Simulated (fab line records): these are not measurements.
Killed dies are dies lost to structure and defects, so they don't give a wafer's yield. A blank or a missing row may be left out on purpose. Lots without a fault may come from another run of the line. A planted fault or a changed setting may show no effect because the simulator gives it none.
What tool caused it? | flow gf180mcu | 13 lots, 39 wafers sampled, at 3 steps of a route of 602

== WHAT EACH GAUGE READ, for each wafer ==
GF_M5_OVL_MEAS_08.
lot  | measured     | on         | M5_OVL (nm)
L441 | day 26 21:05 | overlay-01 | 6 -4 4
L442 | day 26 23:34 | overlay-01 | 0 3 -1
L443 | day 27 15:05 | overlay-02 | 1 6 7
L446 | day 28 16:10 | overlay-01 | -11 -15 -14
L447 | day 28 18:54 | overlay-02 | 2 -3 -1
L448 | day 29 02:04 | overlay-01 | 4 11 1
L450 | day 29 14:50 | overlay-02 | 3 3 5
L451 | day 29 16:08 | overlay-01 | -11 -2 -1
L454 | day 30 16:23 | overlay-02 | -5 1 -5
L458 | day 31 23:53 | overlay-02 | -1 -6 -8
L460 | day 32 03:58 | overlay-02 | 2 -2 3
L461 | day 32 09:34 | overlay-02 | 0 -6 -1
L463 | day 32 23:55 | overlay-02 | 6 8 8

== WHICH TOOL RAN EACH LOT (tool, then ch and the chambers of the sampled wafers, then the start) ==
lot  | GF_M1_SPUTTER_02             | GF_V3_CVD_23
L441 | pvd_sputter-03, day 16 11:11 | cvd_w-02 ch 0,1, day 22 17:25
L442 | pvd_sputter-04, day 16 19:38 | cvd_w-01 ch 0,1, day 23 02:50
L443 | pvd_sputter-02, day 17 15:31 | cvd_w-01 ch 0,1, day 23 21:47
L446 | pvd_sputter-03, day 18 09:14 | cvd_w-02 ch 0,1, day 25 01:24
L447 | pvd_sputter-04, day 19 00:06 | cvd_w-02 ch 0,1, day 25 04:47
L448 | pvd_sputter-02, day 19 10:13 | cvd_w-01 ch 0,1, day 25 11:20
L450 | pvd_sputter-04, day 19 23:16 | cvd_w-02 ch 0,1, day 26 03:04
L451 | pvd_sputter-04, day 20 04:14 | cvd_w-02 ch 1, day 26 04:21
L454 | pvd_sputter-03, day 21 12:01 | cvd_w-01 ch 0,1, day 27 07:06
L458 | pvd_sputter-02, day 22 17:49 | cvd_w-01 ch 0,1, day 28 17:59
L460 | pvd_sputter-02, day 23 09:08 | cvd_w-02 ch 0,1, day 28 22:35
L461 | pvd_sputter-03, day 23 19:37 | cvd_w-01 ch 0,1, day 29 05:41
L463 | pvd_sputter-04, day 24 09:37 | cvd_w-02 ch 0,1, day 29 21:00
- GF_M1_SPUTTER_02: material AlCu, target thk 450 nm, time 23.9 s.
- GF_V3_CVD_23: deposits W, target thk 350 nm, time 104.9 s.

== AS READ BY THE TOOLS THEMSELVES (means over the sampled wafers that have a number; for cases with no such wafer, the mark the record gives instead) ==
GF_M1_SPUTTER_02.
lot  | tool           | chamber_pressure_pa (Pa) | throttle_valve_pct (%)
L441 | pvd_sputter-03 | 0.4001                   | 30.1
L442 | pvd_sputter-04 | 0.3999                   | 31.2
L443 | pvd_sputter-02 | 0.4005                   | 31.6
L446 | pvd_sputter-03 | 0.3996                   | 30.2
L447 | pvd_sputter-04 | 0.4003                   | 31.2
L448 | pvd_sputter-02 | 0.3997                   | 30.8
L450 | pvd_sputter-04 | 0.4000                   | 30.4
L451 | pvd_sputter-04 | 0.4006                   | 31.0
L454 | pvd_sputter-03 | 0.4005                   | 30.6
L458 | pvd_sputter-02 | 0.4000                   | 30.2
L460 | pvd_sputter-02 | 0.4008                   | 30.6
L461 | pvd_sputter-03 | 0.4010                   | 30.7
L463 | pvd_sputter-04 | 0.4002                   | 31.0

GF_V3_CVD_23.
lot  | tool     | heater_power_w (W)
L441 | cvd_w-02 | 903
L442 | cvd_w-01 | 902
L443 | cvd_w-01 | 900
L446 | cvd_w-02 | 940
L447 | cvd_w-02 | 933
L448 | cvd_w-01 | 895
L450 | cvd_w-02 | 938
L451 | cvd_w-02 | 869
L454 | cvd_w-01 | 911
L458 | cvd_w-01 | 885
L460 | cvd_w-02 | 898
L461 | cvd_w-01 | 896
L463 | cvd_w-02 | 945

== THE ANSWER, worked out from the rows above alone ==
Rule: usual is defined by the lots themselves. The widest of any qualifying gaps counts: lots, ordered by their means at a reading, are off when they make up no more than a third of the lots, leave a main group of 4 or more, and stand apart from it by 3 or more times the standard deviation of that group's means. Not used: any main group whose means are identical at the precision the tables above print for the reading. Also off: a lot with no number at a reading for which 4 or more lots have one. Any other lot the step has rows for is counted as sound. The gauges are gone through in route order, then the tools' own readings, and for those a lot's mean is taken as printed above. At the first step where some lot is off, the reading lying furthest off is the one used; lots without a number count as furthest.
No lot is off on any of the readings shown, so nothing can be concluded from this.

== WHAT HAD BEEN PUT IN BY THE SIMULATOR ==
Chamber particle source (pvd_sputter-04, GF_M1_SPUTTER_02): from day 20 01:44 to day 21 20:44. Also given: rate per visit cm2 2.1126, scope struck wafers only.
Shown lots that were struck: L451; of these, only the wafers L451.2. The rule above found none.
